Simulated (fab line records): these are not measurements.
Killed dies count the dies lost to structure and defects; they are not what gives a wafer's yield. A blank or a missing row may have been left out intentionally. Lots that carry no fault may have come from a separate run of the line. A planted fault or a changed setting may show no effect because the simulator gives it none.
Which tool was responsible? | flow sky130 | 18 wafers from 6 lots sampled at 2 of the route's 708 steps

## WHAT THE GAUGES SHOWED, per wafer
SKY_VT_ADJUST_NCORE_TW_MEAS_11.
lot  | measured     | on            | VT_ADJUST_NCORE_TW
L508 | day 8 20:59  | film-metro-02 | 220.7 222.0 222.7
L510 | day 9 11:19  | film-metro-02 | 221.2 220.6 221.4
L513 | day 10 06:34 | film-metro-02 | 219.8 219.4 220.1
L515 | day 10 19:57 | film-metro-02 | 209.3 210.1 210.5
L520 | day 12 08:07 | film-metro-04 | 210.6 212.1 210.9
L526 | day 14 09:41 | film-metro-02 | 220.2 220.5 220.8

## WHICH TOOL RAN EACH LOT (tool, then ch and the chambers of the sampled wafers, then the start)
lot  | SKY_VT_ADJUST_NCORE_IMPLANT_09
L508 | implanter-03 ch 0, day 8 20:46
L510 | implanter-01 ch 0, day 9 11:04
L513 | implanter-01 ch 0, day 10 06:19
L515 | implanter-01 ch 0, day 10 19:42
L520 | implanter-01 ch 0, day 12 07:52
L526 | implanter-01 ch 0, day 14 09:27
- SKY_VT_ADJUST_NCORE_IMPLANT_09

## THE ANSWER, worked out from the rows above alone
Rule: usual is defined by the lots themselves. The widest of any qualifying gaps counts: lots, ordered by their means at a reading, are off when they make up no more than a third of the lots, leave a main group of 4 or more, and stand apart from it by 3 or more times the standard deviation of that group's means. If all means in a main group match to the digits the tables above print for the reading, that group is not used. A lot without any number at a reading at which 4 lots or more have one is off too. Where the step has rows for the other lots, those lots are counted as sound.
Off: L515, L520, at SKY_VT_ADJUST_NCORE_TW_MEAS_11 (VT_ADJUST_NCORE_TW). The main group: mean 220.8, standard deviation 0.75.
A tool fits if, at a process step before that reading, it ran every lot that is off, and no sound lot after the first of them. Gauges at SKY_VT_ADJUST_NCORE_TW_MEAS_11: tried the same way as those tools. No candidate that was tried fits.

## WHAT THE SIMULATOR HAD PUT IN
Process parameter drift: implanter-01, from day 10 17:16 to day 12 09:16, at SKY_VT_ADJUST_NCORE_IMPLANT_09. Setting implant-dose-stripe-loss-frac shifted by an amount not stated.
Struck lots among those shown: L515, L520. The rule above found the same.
